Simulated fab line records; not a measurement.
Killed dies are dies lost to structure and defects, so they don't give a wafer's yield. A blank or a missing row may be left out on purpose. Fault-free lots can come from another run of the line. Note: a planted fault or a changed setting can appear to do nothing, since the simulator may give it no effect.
The same fault as seen by 2 desks    flow sky130    every desk sees just its own numbers, and what lay behind them comes last

== AT THE METROLOGY DESK ==
Means of the sampled wafers that have a number, per lot and without regard to the tool the lot ran on: this is what the gauges read. A lot is out of limits, marked OUT, if its mean lies more than 4 standard deviations from the usual mean; the brackets give that distance.
Columns: A = CAPM_TIN_RS at SKY_CAPM_RS_MEAS_03, usual 6.92 ohm/sq; B = cd nm at SKY_METAL3_CD_MEAS_13, usual 300.2 nm; C = VIA3_OVL at SKY_VIA3_OVL_MEAS_13, usual 3 nm
lot   first seen here  A     B      C
L439  day 36 16:41     6.99  302.0  0
L440  day 37 00:23     6.91  300.9  1
L441  day 37 03:26     6.87  300.7  5
L442  day 37 09:47     6.93  299.0  2
L443  day 37 22:00     6.90  299.7  8
L448  day 39 07:10     6.86  301.4  14
L450  day 40 07:27     6.79  299.8  4
L453  day 40 19:33     6.97  297.3  4
L454  day 41 01:34     6.95  301.1  1
L457  day 41 23:58     6.82  299.5  5
L458  day 42 01:26     6.84  302.0  -4
L459  day 42 12:47     6.91  299.4  -3
L460  day 42 17:28     6.90  300.7  1
L462  day 43 01:31     6.90  300.1  3
This desk's finding: nothing out of limits on any of the 14 lots.

== DESK OF THE TOOL OWNER: pvd sputter-02 ==
The tool's own readings at SKY_METAL3_SPUTTER_02 (material AlCu, target thk 735 nm, time 39.1 s): means of the sampled wafers that have a number, for each lot that ran on this tool. A lot is out of limits, marked OUT, if its mean lies more than 4 standard deviations from the usual mean; the brackets give that distance.
Columns: A = chamber pressure pa at SKY_METAL3_SPUTTER_02, usual 0.3999 Pa; B = throttle valve pct at SKY_METAL3_SPUTTER_02, usual 30.6 %
lot   first seen here  A       B
L441  day 37 03:08     0.4001  30.4
L448  day 39 06:52     0.4003  30.5
L450  day 40 07:08     0.3995  30.7
This desk's finding: nothing out of limits on any of the 3 lots.

== PUT TOGETHER ==
At the metrology desk, nothing out of limits was observed.
The desk of the tool owner found nothing out of limits.

== WHAT WAS PUT IN BY THE SIMULATOR ==
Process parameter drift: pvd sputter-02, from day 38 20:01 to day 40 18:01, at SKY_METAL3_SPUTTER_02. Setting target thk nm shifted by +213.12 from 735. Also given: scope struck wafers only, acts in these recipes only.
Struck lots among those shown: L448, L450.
